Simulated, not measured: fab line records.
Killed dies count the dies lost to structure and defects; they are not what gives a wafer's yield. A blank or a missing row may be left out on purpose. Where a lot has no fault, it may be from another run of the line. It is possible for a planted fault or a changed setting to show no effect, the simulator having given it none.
A struck lot beside a sound one || flow sfq line || 16 steps out of a route of 325
Sound: wafers L507.2, L507.3, L507.6. Struck: wafers L510.1, L510.3, L510.6. The cause is named last.
At each step with rows: each side's tool, then ch and its chambers, then its first start. Under that, the readings that differ: sound wafers || struck wafers || difference of the means || sigmas: that difference in standard deviations of wafers without a fault.
alike: readings whose means differ by less than 2 such deviations, and words and numbers that are the same on both sides. not compared: withheld readings, readings that some wafer has no value for, bounds like >300 that may hide the same value, and numbers for which the record gives no deviation and whose values overlap.
A row with sigmas, a row that says differs or no value, or rows on one side alone: a step with any of these is where the two part. Numbers that don't overlap but have no deviation are shown without sigmas and don't part them. A reading that every wafer of one side lacks parts them only if that side has two wafers or more.

SFQ_I6_OVL_MEAS_942:
  sound: overlay-01 at day 77 00:12; struck: overlay-01 at day 77 14:04
  alike: I6_OVL
SFQ_TRILAYER_I6_VIA_BARC_OPEN_VIA_ETCH_235: etches BARC in O2, target depth 125 nm, time 41.7 s.
  sound on rie diel-04 ch 0,1, day 77 00:14; struck on rie diel-03 ch 0,1,3, day 77 14:07
  alike: drypump motor current A, oes product au
  not compared: rf hours counter h
SFQ_TRILAYER_I6_VIA_ETCH_VIA_ETCH_172: etches SiO2 in CHF3, stops on Nb, target depth 260 nm.
  sound on rie diel-04 ch 0,1, day 77 00:16; struck on rie diel-03 ch 0,1,3, day 77 14:09
  alike: drypump motor current A, oes product au
SFQ_TRILAYER_I6_VIA_STRIP_STRIP_173: strips in O2.
  sound on rie metal-04 ch 0, day 77 00:35; struck on rie metal-02 ch 0, day 77 14:16
  alike: drypump motor current A, oes product au, platen temp c
  not compared: rf hours counter h
then, 2 steps without rows for these wafers: SFQ_TRILAYER_I6_VIA_STRIP_SOLV_CLEAN_174 (cleans in NMP, time 600 s); SFQ_TRILAYER_M7_DEP_PRE_CLEAN_176 (time 22.5 s).
SFQ_TRILAYER_M7_DEP_SPUTTER_175: material Nb, target thk 200 nm, time 133.3 s.
  sound: pvd sputter-06 at day 77 01:47; struck: pvd sputter-06 at day 77 15:04
  alike: substrate temp c, throttle valve pct
SFQ_M7_RS_MEAS_943: uses a four-point probe to measure.
  sound: film metro-01 at day 77 01:53; struck: film metro-03 at day 77 15:09
  alike: M7_NB_RS
then, 3 steps without rows for these wafers: SFQ_TRILAYER_M7_LITHO_COAT_182 (resist thk 62 nm); SFQ_TRILAYER_M7_LITHO_COAT_177 (resist thk 600 nm); SFQ_TRILAYER_M7_LITHO_SOFTBAKE_181.
SFQ_TRILAYER_M7_LITHO_EXPOSE_178: exposes mask M7, target cd 500 nm.
  sound on krf scanner-01 ch 0, day 77 04:41; struck on krf scanner-01 ch 0, day 77 17:22
{"reading": "model.M7.overlay x nm (nm)", "sound": "10.07 10.07 10.07", "struck": "61.79 61.79 61.79", "difference": "+51.72", "sigmas": ""}
  alike: mask, stage vel mm s
then, 2 steps without rows for these wafers: SFQ_TRILAYER_M7_LITHO_PEB_180 (peb time 60 s); SFQ_TRILAYER_M7_LITHO_DEVELOP_179 (time 60 s).
SFQ_M7_OVL_MEAS_945:
  sound: overlay-02 at day 77 06:00; struck: overlay-01 at day 77 19:04
{"reading": "M7_OVL (nm)", "sound": "8 7 2", "struck": "69 63 59", "difference": "+58", "sigmas": "+13"}
  not compared: hold
SFQ_TRILAYER_M7_BARC_OPEN_METAL_ETCH_229: etches BARC in O2, target depth 125 nm, time 41.7 s.
  sound on rie metal-02 ch 0,1, day 77 06:02; struck on rie metal-02 ch 0,1, day 77 22:03
{"reading": "hold", "sound": "- - -", "struck": "await dispo/2.9h/release await dispo/2.9h/release await dispo/2.9h/release", "difference": "no value on the sound wafers", "sigmas": ""}
  alike: drypump motor current A, oes product au
  not compared: rf hours counter h

## WHERE THEY PART
First at SFQ_M7_OVL_MEAS_945; last, within this record, at SFQ_TRILAYER_M7_BARC_OPEN_METAL_ETCH_229.

WHY: what had been put in by the simulator
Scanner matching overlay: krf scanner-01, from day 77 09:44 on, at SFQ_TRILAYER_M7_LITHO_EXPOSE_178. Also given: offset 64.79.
